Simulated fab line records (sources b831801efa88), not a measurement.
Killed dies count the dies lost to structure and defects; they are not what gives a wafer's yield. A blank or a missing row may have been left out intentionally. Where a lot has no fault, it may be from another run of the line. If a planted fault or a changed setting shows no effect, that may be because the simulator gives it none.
Which tool was responsible? || flow gf180mcu || 6 lots, 18 wafers sampled, at 1 step of a route of 602

== WHAT EACH GAUGE READ, for each wafer ==
GF_V1_CD_MEAS_14: target cd 260 nm.
{"lot": "L584", "measured": "day 19 21:07", "on": "cdSem-02", "cdNm (nm)": "260.8 259.5 259.2"}
{"lot": "L586", "measured": "day 20 16:31", "on": "cdSem-01", "cdNm (nm)": "259.5 260.7 259.4"}
{"lot": "L596", "measured": "day 24 16:20", "on": "cdSem-01", "cdNm (nm)": "262.8 260.9 262.2"}
{"lot": "L598", "measured": "day 25 08:51", "on": "cdSem-02", "cdNm (nm)": "259.7 260.8 258.1"}
{"lot": "L599", "measured": "day 25 11:50", "on": "cdSem-01", "cdNm (nm)": "260.3 258.6 258.6"}
{"lot": "L602", "measured": "day 26 06:30", "on": "cdSem-02", "cdNm (nm)": "259.2 259.0 257.9"}

== WHICH TOOL RAN EACH LOT (tool, then ch and the chambers of the sampled wafers, then the start) ==
There is no process step in the record ahead of these readings.

== THE ANSWER, worked out from the rows above alone ==
Rule: usual is defined by the lots themselves. The widest of any qualifying gaps counts: lots, ordered by their means at a reading, are off when they make up no more than a third of the lots, leave a main group of 4 or more, and stand apart from it by 3 or more times the standard deviation of that group's means. A main group is skipped when, at the precision printed for the reading in the tables above, its means are all equal. A lot without any number at a reading at which 4 lots or more have one is off too. Any other lot the step has rows for is counted as sound.
Off: L596 (GF_V1_CD_MEAS_14, cdNm). Mean 259.4 nm and standard deviation 0.44 in the main group.
If a tool, at a process step before that reading, ran all the lots that are off and no sound lot after the first of them, it fits. Gauges at GF_V1_CD_MEAS_14: tried the same way as those tools. Not one of the candidates tried fits.

== WHAT THE SIMULATOR PUT IN ==
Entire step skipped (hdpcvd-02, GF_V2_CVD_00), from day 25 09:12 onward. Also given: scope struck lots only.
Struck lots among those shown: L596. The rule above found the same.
